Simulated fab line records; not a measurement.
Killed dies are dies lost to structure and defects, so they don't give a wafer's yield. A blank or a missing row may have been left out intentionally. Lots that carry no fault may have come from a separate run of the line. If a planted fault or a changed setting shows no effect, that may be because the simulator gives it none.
Split-lot experiment ; flow sfq-line ; on a route of 325 steps: 5 lots, 23 wafers read

## ON THE SPLIT
At SFQ_TRILAYER_I0_VIA_LITHO_COAT_036 (resist thk 62 nm), the setting spin-rpm was moved away from the recipe's 3000 rpm on 6 of the 23 wafers read, by -7.3% to +5.2%. All remaining wafers had this setting at the recipe value.

Reading taken at the split's own step.

## THE READING
BARC_of_TRILAYER_I0_VIA_LITHO_COAT_036.thk-nm (the simulator's own value, which no gauge read), in nm, at SFQ_TRILAYER_I0_VIA_LITHO_COAT_036 (resist thk 62 nm). The file gives no usual value for it. Here, 17 wafers ran the recipe; their average is 62.14 nm with a standard deviation of 0.094 nm.

wafer;tool, chamber at the split;spin-rpm as run, rpm;against the recipe;BARC_of_TRILAYER_I0_VIA_LITHO_COAT_036.thk-nm, nm;against lot-mates on the recipe
L075.1;litho-track-01, 0;3000;recipe;62.22;-
L075.3;litho-track-01, 0;3000;recipe;62.33;-
L075.6;litho-track-01, 0;3000;recipe;62.14;-
L076.1;litho-track-02, 0;3156;+5.2%;60.63;-1.45
L076.2;litho-track-02, 0;3156;+5.2%;60.49;-1.59
L076.3;litho-track-02, 0;3000;recipe;62.06;-
L076.4;litho-track-02, 0;3000;recipe;62.12;-
L076.5;litho-track-02, 0;3000;recipe;62.07;-
L079.1;litho-track-01, 0;3000;recipe;62.18;-
L079.2;litho-track-01, 0;3000;recipe;62.29;-
L079.4;litho-track-01, 0;3000;recipe;62.12;-
L079.5;litho-track-01, 0;3000;recipe;62.01;-
L079.6;litho-track-01, 0;3000;recipe;61.97;-
L082.1;litho-track-02, 0;2780;-7.3%;64.52;+2.36
L082.3;litho-track-02, 0;2780;-7.3%;64.66;+2.50
L082.4;litho-track-02, 0;3000;recipe;62.15;-
L082.5;litho-track-02, 0;3000;recipe;62.26;-
L082.6;litho-track-02, 0;3000;recipe;62.06;-
L085.1;litho-track-04, 0;3100;+3.3%;61.24;-0.90
L085.3;litho-track-04, 0;3000;recipe;62.13;-
L085.4;litho-track-04, 0;3000;recipe;62.19;-
L085.5;litho-track-04, 0;3000;recipe;62.1;-
L085.6;litho-track-04, 0;3100;+3.3%;61.37;-0.77

FIT RESULTS
A straight line over all 23 wafers: BARC_of_TRILAYER_I0_VIA_LITHO_COAT_036.thk-nm changes by -0.316 nm for each +1% of spin-rpm; r = -0.99; the points scatter about the line by 0.12 nm.
The same after taking each lot's own level away (the mean of its wafers on the recipe; 23 wafers): -0.311 nm for each +1%; r = -0.99; scatter 0.11 nm.
That fit puts the effect of the largest move of spin-rpm on the reading at 2.3 nm.
The lots' own levels span 62.083 to 62.230 nm, that is 1.6 times the standard deviation above.
The two slopes are in agreement: the lot-to-lot level therefore moves the slope only a little.
Check: +2.3 nm against its lot-mates is what the line predicts for one of the wafers moved furthest among these (-7.3%) when that wafer is left out of the fit. Against them it came out at +2.36 nm.

## THESE WAFERS: OTHER SPLITS
Before the reading, these wafers also passed through other splits. Each is held against what the fit with the lots' levels taken away leaves over:
other split on the same wafers;wafers away from the commonest value;r with BARC_of_TRILAYER_I0_VIA_LITHO_COAT_036.thk-nm (lot level and that fit taken away)
SFQ_TRILAYER_L0_LITHO_PEB_008 peb-time-s;10;-0.08
SFQ_TRILAYER_L0_BARC_OPEN_METAL_ETCH_010 icp-w;8;-0.08
SFQ_TRILAYER_L0_VIA_LITHO_PEB_016 peb-time-s;12;+0.20
SFQ_TRILAYER_M0_LITHO_COAT_026 spin-rpm;7;+0.04

## FILE'S OWN FIT
BARC_of_TRILAYER_I0_VIA_LITHO_COAT_036.thk-nm changes by -0.311 nm for each +1% of spin-rpm, r = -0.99.
